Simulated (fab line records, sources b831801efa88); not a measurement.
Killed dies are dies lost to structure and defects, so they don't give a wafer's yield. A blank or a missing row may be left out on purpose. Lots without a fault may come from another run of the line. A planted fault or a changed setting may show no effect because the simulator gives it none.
Problem report in the 8D (eight disciplines) form, filled by code | flow sky130 | the parts of the form that need people (team, actions taken, sign-off) are left out

1. THE PROBLEM
killed_at_M4_up at SKY_PAD_OPEN_PROBE_99 reads a mean of 39.3 on 6 wafers of 2 lots; wafers without a fault read 2.9 with a standard deviation of 1.8. That is +20 standard deviations from the usual mean.
First seen on wafer L607.3, day 49 04:06, on prober-01. The record holds 9 wafers of 3 lots with a number at this step. Rule for "out", or "out of limits": more than 4 standard deviations from the usual mean. The other wafers with a number count as sound.

2. WHAT IT IS AND WHAT IT IS NOT
question                    | is                     | is not
which readings at this step | killed_at_M4_up        | killed_at_M0_to_M3, killed_at_contacts, killed_at_front_end, killed_at_other, killed_open, killed_short, sort_bin_6_memory
which lots                  | L607, L611             | L604
which wafers of those lots  | all that have a number | -
read on which tools         | prober-01              | prober-02
when                        | from day 49 04:06      | up to then (3 sound wafers)

3. SUSPECTS, AND WHAT RULES EACH OUT
Counting: a tool at a process step up to the reading stays a suspect if it ran every lot that is out and no sound lot after the first of them.
- wet_bench-01 at SKY_METAL5_STRIP_17 (strips in post etch residue remover, time 1200 s): kept. It ran every lot that is out, first L607 (day 47 09:46), and no sound lot after that.
- pecvd-03 at SKY_PASSIVATION_CVD_00 (deposits SiO2, target thk 90 nm): kept. It ran every lot that is out, first L607 (day 47 10:22), and no sound lot after that; its last sound lot up to then is L604 (day 47 09:02).
- prober-01 at SKY_PAD_OPEN_PROBE_99: kept. It ran every lot that is out, first L607 (day 49 04:06), and no sound lot after that. Its own readings are out on those wafers: killed_at_M4_up.
Left after counting: wet_bench-01 at SKY_METAL5_STRIP_17, pecvd-03 at SKY_PASSIVATION_CVD_00, prober-01 at SKY_PAD_OPEN_PROBE_99.

4. THE CAUSE (what the simulator had put in)
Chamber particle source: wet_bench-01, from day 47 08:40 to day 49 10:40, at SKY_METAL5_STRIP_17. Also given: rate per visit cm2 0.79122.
Counting left 3 suspects, and this tool is among them.

5. THE CHAIN OF EFFECTS, in route order
Each row: a reading whose mean over the struck wafers that have a number lies more than 3 standard deviations from the usual. Only readings for which the record gives a usual standard deviation are gone through. hours: the time from each lot's start at the first step in this table that gives one to its start at this step, as a median over the lots. sigmas: the change in usual standard deviations.
hours | step                  | reading              | usual  | on struck wafers | change | sigmas
0     | SKY_PAD_OPEN_PROBE_99 | defect_limited_yield | 82.3 % | 75.7             | -6.6   | -3.3
0     | SKY_PAD_OPEN_PROBE_99 | killed_at_M4_up      | 2.9    | 39.3             | +36.4  | +20
0     | SKY_PAD_OPEN_PROBE_99 | killed_dies          | 87     | 120              | +32    | +3.3
0     | SKY_PAD_OPEN_PROBE_99 | sort_bin_3_pad_short | 0.8 %  | 2.8              | +2.0   | +4.7
0     | SKY_PAD_OPEN_PROBE_99 | sort_n_pass          | 405    | 372              | -32    | -3.3
0     | SKY_PAD_OPEN_PROBE_99 | sort_yield_pct       | 82.3 % | 75.7             | -6.6   | -3.3
The process steps in it:
- SKY_PAD_OPEN_PROBE_99

6. WHAT WOULD HAVE CAUGHT IT SOONER
In this record the first reading out of limits was taken at day 49 04:06, 43 hours after the fault began at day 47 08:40.
All the lots that are out (2) had begun SKY_METAL5_STRIP_17 on wet_bench-01 by day 49 04:06. A hold on the tool at that time would have spared none of them.
